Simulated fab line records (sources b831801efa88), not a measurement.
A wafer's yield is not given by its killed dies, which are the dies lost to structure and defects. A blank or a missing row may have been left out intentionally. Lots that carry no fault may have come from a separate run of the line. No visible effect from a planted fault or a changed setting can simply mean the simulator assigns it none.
Commonality check across tools | flow sky130 | 42 wafers sampled across 12 lots

## WHY THIS WAS OPENED
2 of 12 lots carry a flag on the reading LDD_LDN_OVL at SKY_LDD_LDN_OVL_MEAS_07. Wafers without a fault read -0.4 nm, standard deviation 1.2.
Rule: a lot gets a flag if all its wafers with a number sit over 4 standard deviations from that mean, or if no wafer of it has a number. The other lots count as sound.

lot  | measured     | on         | LDD_LDN_OVL (nm), wafer by wafer          | flag
L588 | day 23 02:39 | overlay-01 | 0.1 -0.8 -0.2                             | 
L589 | day 23 15:10 | overlay-02 | -1.7 0.7 0.0                              | 
L590 | day 23 23:02 | overlay-01 | 0.0 0.1 2.5                               | 
L592 | day 24 18:58 | overlay-01 | 0.6 -0.4 1.6                              | 
L594 | day 25 21:16 | overlay-01 | -105.2 -101.9 -102.8 -104.8 -101.8 -103.0 | FLAGGED
L598 | day 27 15:02 | overlay-02 | -104.3 -104.8 -105.9 -105.0 -104.8 -106.0 | FLAGGED
L600 | day 27 17:23 | overlay-02 | -1.9 0.3 0.0                              | 
L603 | day 28 20:50 | overlay-01 | -2.7 -3.1 -1.6                            | 
L604 | day 28 22:23 | overlay-02 | -1.2 -1.3 -1.4                            | 
L609 | day 30 19:35 | overlay-01 | 0.1 0.3 1.3                               | 
L608 | day 30 21:03 | overlay-02 | -0.6 -0.2 0.4                             | 
L610 | day 30 21:05 | overlay-01 | -2.6 -1.3 -2.2                            | 
The mean of the flagged lots' numbers is -104.2 nm, -103.8 nm from the usual (-86 standard deviations).

## WHICH TOOL EACH LOT WENT THROUGH
Before the reading, the record contains 2 process steps out of a 708-step route. Every cell lists first the tool, next ch and the chambers used by the sampled wafers, and last the start.
lot  | flag    | SKY_LDD_HVP_STRIP_09                | SKY_LDD_LDN_EXPOSE_04
L588 |         | plasmaAsher-04 ch 0,1, day 21 20:00 | ilineStepper-01 ch 0, day 22 11:31
L589 |         | plasmaAsher-04 ch 0,1, day 22 08:44 | ilineStepper-01 ch 0, day 23 00:19
L590 |         | plasmaAsher-04 ch 0,1, day 22 16:20 | ilineStepper-02 ch 0, day 23 08:13
L592 |         | plasmaAsher-04 ch 1, day 23 12:02   | ilineStepper-02 ch 0, day 24 03:14
L594 | FLAGGED | plasmaAsher-04 ch 1, day 24 14:50   | ilineStepper-01 ch 0, day 25 06:05
L598 | FLAGGED | plasmaAsher-04 ch 0,1, day 26 09:54 | ilineStepper-01 ch 0, day 27 00:52
L600 |         | plasmaAsher-04 ch 0,1, day 26 12:05 | ilineStepper-02 ch 0, day 27 03:34
L603 |         | plasmaAsher-02 ch 0,1, day 27 16:26 | ilineStepper-02 ch 0, day 28 06:44
L604 |         | plasmaAsher-01 ch 0,1, day 27 17:08 | ilineStepper-02 ch 0, day 28 07:47
L609 |         | plasmaAsher-01 ch 0,1, day 29 15:24 | ilineStepper-02 ch 0, day 30 05:44
L608 |         | plasmaAsher-02 ch 0,1, day 29 16:49 | ilineStepper-02 ch 0, day 30 06:58
L610 |         | plasmaAsher-01 ch 0,1, day 29 16:56 | ilineStepper-02 ch 0, day 30 07:05
These steps, and what they do:
- SKY_LDD_HVP_STRIP_09: strips in O2/N2.
- SKY_LDD_LDN_EXPOSE_04: exposes mask LDNTM, target cd 700 nm.
- SKY_LDD_LDN_OVL_MEAS_07

## FLAGGED AGAINST TOTAL, ONE TOOL AT A TIME (gauges that did the reading follow at the end)
step                    | tool            | lots run | flagged | share of the flagged lots | sound lots run after its first flagged lot
SKY_LDD_HVP_STRIP_09    | plasmaAsher-01  | 3        | 0       | none                      | -
SKY_LDD_HVP_STRIP_09    | plasmaAsher-02  | 2        | 0       | none                      | -
SKY_LDD_HVP_STRIP_09    | plasmaAsher-04  | 7        | 2       | all                       | 1 (L600)
SKY_LDD_LDN_EXPOSE_04   | ilineStepper-01 | 4        | 2       | all                       | 0
SKY_LDD_LDN_EXPOSE_04   | ilineStepper-02 | 8        | 0       | none                      | -
SKY_LDD_LDN_OVL_MEAS_07 | overlay-01      | 7        | 1       | some                      | 3 (L603,L609,L610)
SKY_LDD_LDN_OVL_MEAS_07 | overlay-02      | 5        | 1       | some                      | 3 (L600,L604,L608)

## WHAT IS ALLOWED BY THE TABLE
plasmaAsher-04 at SKY_LDD_HVP_STRIP_09 and ilineStepper-01 at SKY_LDD_LDN_EXPOSE_04 are the 2 rows of the table that ran each flagged lot.
- plasmaAsher-04 at SKY_LDD_HVP_STRIP_09 ran 7 lots, 2 of them flagged. After the first flagged lot (L600), sound lots still ran on it; a lasting fault on the whole tool would not permit that.
- ilineStepper-01 at SKY_LDD_LDN_EXPOSE_04 ran 4 lots, 2 of them flagged. A fault beginning between L589 (day 23 00:19), its last sound lot, and L594 (day 25 06:05), its first flagged one, fits the data.
One tool is left: ilineStepper-01 at SKY_LDD_LDN_EXPOSE_04.

## WHAT WAS PUT IN BY THE SIMULATOR
Scanner matching overlay: ilineStepper-01, from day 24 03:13 on, at SKY_LDD_LDN_EXPOSE_04. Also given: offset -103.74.
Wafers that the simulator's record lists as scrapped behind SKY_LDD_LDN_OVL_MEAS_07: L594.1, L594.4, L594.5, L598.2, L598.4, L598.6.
Struck lots among those shown: L594, L598. Same finding as the rule above.
